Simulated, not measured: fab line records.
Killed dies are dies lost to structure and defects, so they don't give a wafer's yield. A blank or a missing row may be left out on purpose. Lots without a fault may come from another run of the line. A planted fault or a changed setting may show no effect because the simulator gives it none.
Split-lot experiment / flow gf180mcu / on a route of 602 steps: 5 lots, 23 wafers read

## SPLIT DETAILS
At GF_V3_CVD_00 (deposits SiO2, target thk 600 nm, time 100 s), the setting sih4-flow-sccm was moved away from the recipe's 60 sccm on 5 of the 23 wafers read, by -12.8% to +11.3%. For the rest of the wafers, this setting stayed at what the recipe calls for.

Between the split and the reading, the file records no step.

## THE READING
At GF_V3_THK_MEAS_01: V3_CVD_00_THK, given in nm. A value of 599 nm with a standard deviation of 6.3 nm is what fault-free wafers of this fab line usually give.

wafer=L074.2; tool, chamber at the split=hdpcvd-02, 0; sih4-flow-sccm as run, sccm=60; against the recipe=recipe; V3_CVD_00_THK, nm=589; against lot-mates on the recipe=-
wafer=L074.4; tool, chamber at the split=hdpcvd-02, 1; sih4-flow-sccm as run, sccm=60; against the recipe=recipe; V3_CVD_00_THK, nm=589; against lot-mates on the recipe=-
wafer=L074.6; tool, chamber at the split=hdpcvd-02, 2; sih4-flow-sccm as run, sccm=60; against the recipe=recipe; V3_CVD_00_THK, nm=597; against lot-mates on the recipe=-
wafer=L076.1; tool, chamber at the split=hdpcvd-02, 1; sih4-flow-sccm as run, sccm=60; against the recipe=recipe; V3_CVD_00_THK, nm=583; against lot-mates on the recipe=-
wafer=L076.2; tool, chamber at the split=hdpcvd-02, 0; sih4-flow-sccm as run, sccm=60; against the recipe=recipe; V3_CVD_00_THK, nm=591; against lot-mates on the recipe=-
wafer=L076.3; tool, chamber at the split=hdpcvd-02, 2; sih4-flow-sccm as run, sccm=60; against the recipe=recipe; V3_CVD_00_THK, nm=590; against lot-mates on the recipe=-
wafer=L076.5; tool, chamber at the split=hdpcvd-02, 1; sih4-flow-sccm as run, sccm=60; against the recipe=recipe; V3_CVD_00_THK, nm=591; against lot-mates on the recipe=-
wafer=L076.6; tool, chamber at the split=hdpcvd-02, 0; sih4-flow-sccm as run, sccm=60; against the recipe=recipe; V3_CVD_00_THK, nm=584; against lot-mates on the recipe=-
wafer=L077.1; tool, chamber at the split=hdpcvd-01, 2; sih4-flow-sccm as run, sccm=52.32; against the recipe=-12.8%; V3_CVD_00_THK, nm=522; against lot-mates on the recipe=-78
wafer=L077.3; tool, chamber at the split=hdpcvd-01, 0; sih4-flow-sccm as run, sccm=60; against the recipe=recipe; V3_CVD_00_THK, nm=597; against lot-mates on the recipe=-
wafer=L077.4; tool, chamber at the split=hdpcvd-01, 2; sih4-flow-sccm as run, sccm=60; against the recipe=recipe; V3_CVD_00_THK, nm=607; against lot-mates on the recipe=-
wafer=L077.5; tool, chamber at the split=hdpcvd-01, 1; sih4-flow-sccm as run, sccm=60; against the recipe=recipe; V3_CVD_00_THK, nm=597; against lot-mates on the recipe=-
wafer=L077.6; tool, chamber at the split=hdpcvd-01, 0; sih4-flow-sccm as run, sccm=52.32; against the recipe=-12.8%; V3_CVD_00_THK, nm=524; against lot-mates on the recipe=-76
wafer=L081.2; tool, chamber at the split=hdpcvd-02, 1; sih4-flow-sccm as run, sccm=60; against the recipe=recipe; V3_CVD_00_THK, nm=586; against lot-mates on the recipe=-
wafer=L081.3; tool, chamber at the split=hdpcvd-02, 0; sih4-flow-sccm as run, sccm=60; against the recipe=recipe; V3_CVD_00_THK, nm=594; against lot-mates on the recipe=-
wafer=L081.4; tool, chamber at the split=hdpcvd-02, 0; sih4-flow-sccm as run, sccm=60; against the recipe=recipe; V3_CVD_00_THK, nm=598; against lot-mates on the recipe=-
wafer=L081.5; tool, chamber at the split=hdpcvd-02, 1,2; sih4-flow-sccm as run, sccm=60; against the recipe=recipe; V3_CVD_00_THK, nm=595; against lot-mates on the recipe=-
wafer=L081.6; tool, chamber at the split=hdpcvd-02, 1,2; sih4-flow-sccm as run, sccm=60; against the recipe=recipe; V3_CVD_00_THK, nm=595; against lot-mates on the recipe=-
wafer=L084.1; tool, chamber at the split=hdpcvd-01, 0; sih4-flow-sccm as run, sccm=66.76; against the recipe=+11.3%; V3_CVD_00_THK, nm=663; against lot-mates on the recipe=+63
wafer=L084.2; tool, chamber at the split=hdpcvd-01, 2; sih4-flow-sccm as run, sccm=66.76; against the recipe=+11.3%; V3_CVD_00_THK, nm=666; against lot-mates on the recipe=+66
wafer=L084.3; tool, chamber at the split=hdpcvd-01, 1; sih4-flow-sccm as run, sccm=60; against the recipe=recipe; V3_CVD_00_THK, nm=599; against lot-mates on the recipe=-
wafer=L084.4; tool, chamber at the split=hdpcvd-01, 2; sih4-flow-sccm as run, sccm=60; against the recipe=recipe; V3_CVD_00_THK, nm=601; against lot-mates on the recipe=-
wafer=L084.5; tool, chamber at the split=hdpcvd-01, 1; sih4-flow-sccm as run, sccm=66.76; against the recipe=+11.3%; V3_CVD_00_THK, nm=669; against lot-mates on the recipe=+69
Rows listing several chambers each stand for several wafers; the file does not say which wafer went through which chamber.

THE FIT
A straight line over all 23 wafers: V3_CVD_00_THK changes by +5.99 nm for each +1% of sih4-flow-sccm; r = +0.98; the points scatter about the line by 6.1 nm.
The same after taking each lot's own level away (the mean of its wafers on the recipe; 23 wafers): +5.95 nm for each +1%; r = +0.99; scatter 3.7 nm.
According to that fit, moving sih4-flow-sccm by its largest amount changes the reading by 76 nm.
The span of the lots' own levels, 587.8 to 600.3 nm, comes to 2.0 times the standard deviation stated above.
Hence the lot-to-lot level has little effect on the slope; both slopes agree.
Check: for one of the wafers moved furthest among these (-12.8%), held out of the fit, the line's prediction against its lot-mates is -75.5 nm. It came out at -78.3 nm against them.

## THE WHOLE CHAIN: every reading that the file lists as answering this split, in the file's order
step=GF_V3_CVD_00; what it does=deposits SiO2, target thk 600 nm, time 100 s; reading=SiO2_of_V3_CVD_00.thk-nm (the simulator's own value, which no gauge read); change (the file's fit)=+5.97 nm for each +1% of the setting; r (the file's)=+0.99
step=GF_V3_THK_MEAS_01; what it does=; reading=V3_CVD_00_THK; change (the file's fit)=+5.96 for each +1% of the setting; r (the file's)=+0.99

## THE FILE'S OWN FIT
V3_CVD_00_THK changes by +5.96 nm for each +1% of sih4-flow-sccm, r = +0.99.
